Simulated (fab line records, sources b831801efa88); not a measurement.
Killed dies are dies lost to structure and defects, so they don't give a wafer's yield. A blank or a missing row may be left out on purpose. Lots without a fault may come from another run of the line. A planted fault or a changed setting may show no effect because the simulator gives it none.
Problem report in the 8D (eight disciplines) form, filled by code | flow sky130 | the parts of the form that need people (team, actions taken, sign-off) are left out

1. THE PROBLEM
oes_product_au at SKY_RES_PROTECT_STRIP_07 reads a mean of 0.622 a.u. on 3 wafers of 1 lot; wafers without a fault read 0.517 a.u. with a standard deviation of 0.0043. That is +24 standard deviations from the usual mean.
The step: strips in O2/N2.
First seen on wafer L173.2, day 16 03:29, on plasma_asher-04. The record holds 39 wafers of 13 lots with a number at this step. Rule for "out", or "out of limits": more than 4 standard deviations from the usual mean. The other wafers with a number count as sound.

2. WHAT IT IS AND WHAT IT IS NOT
question                    | is                     | is not
which readings at this step | oes_product_au         | drypump_motor_current_A
which lots                  | L173                   | L169, L170, L171, L181, L182, L184, L185, L186, L188, L190, L191, L192
which wafers of those lots  | all that have a number | -
read on which tools         | plasma_asher-04        | plasma_asher-01, plasma_asher-02
when                        | from day 16 03:29      | up to then (9 sound wafers); but 27 sound wafers of L181, L182, L184, L185, L186, L188, L190, L191, L192 came after

3. SUSPECTS, AND WHAT RULES EACH OUT
Counting: a tool at a process step up to the reading stays a suspect if it ran every lot that is out and no sound lot after the first of them.
- plasma_asher-02 at SKY_VT_ADJUST_PCH_STRIP_09 (strips in O2/N2): ruled out as a lasting fault. Sound lots L184, L188 ran on it after its first lot that is out, L173 (day 11 11:34).
- plasma_asher-04 at SKY_RES_PROTECT_STRIP_07 (strips in O2/N2): ruled out as a lasting fault. Sound lots L181, L186, L190 ran on it after its first lot that is out, L173 (day 16 03:29).
Left after counting: nothing in the record.

4. THE CAUSE (what the simulator had put in)
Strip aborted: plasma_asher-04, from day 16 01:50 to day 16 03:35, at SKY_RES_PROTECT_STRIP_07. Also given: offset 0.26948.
Counting ruled it out, wrongly.

5. THE CHAIN OF EFFECTS, in route order
Each row: a reading whose mean over the struck wafers that have a number lies more than 3 standard deviations from the usual. Only readings for which the record gives a usual standard deviation are gone through. hours: the time from each lot's start at the first step in this table that gives one to its start at this step, as a median over the lots. sigmas: the change in usual standard deviations.
hours | step                     | reading        | usual      | on struck wafers | change | sigmas
0     | SKY_RES_PROTECT_STRIP_07 | oes_product_au | 0.517 a.u. | 0.622            | +0.105 | +24
The process steps in it:
- SKY_RES_PROTECT_STRIP_07: strips in O2/N2.
Readings that are blank on the struck wafers while sound wafers have them: strip_time_to_endpoint_s at SKY_RES_PROTECT_STRIP_07.

6. WHAT WOULD HAVE CAUGHT IT SOONER
In this record the first reading out of limits was taken at day 16 03:29, 2 hours after the fault began at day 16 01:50.
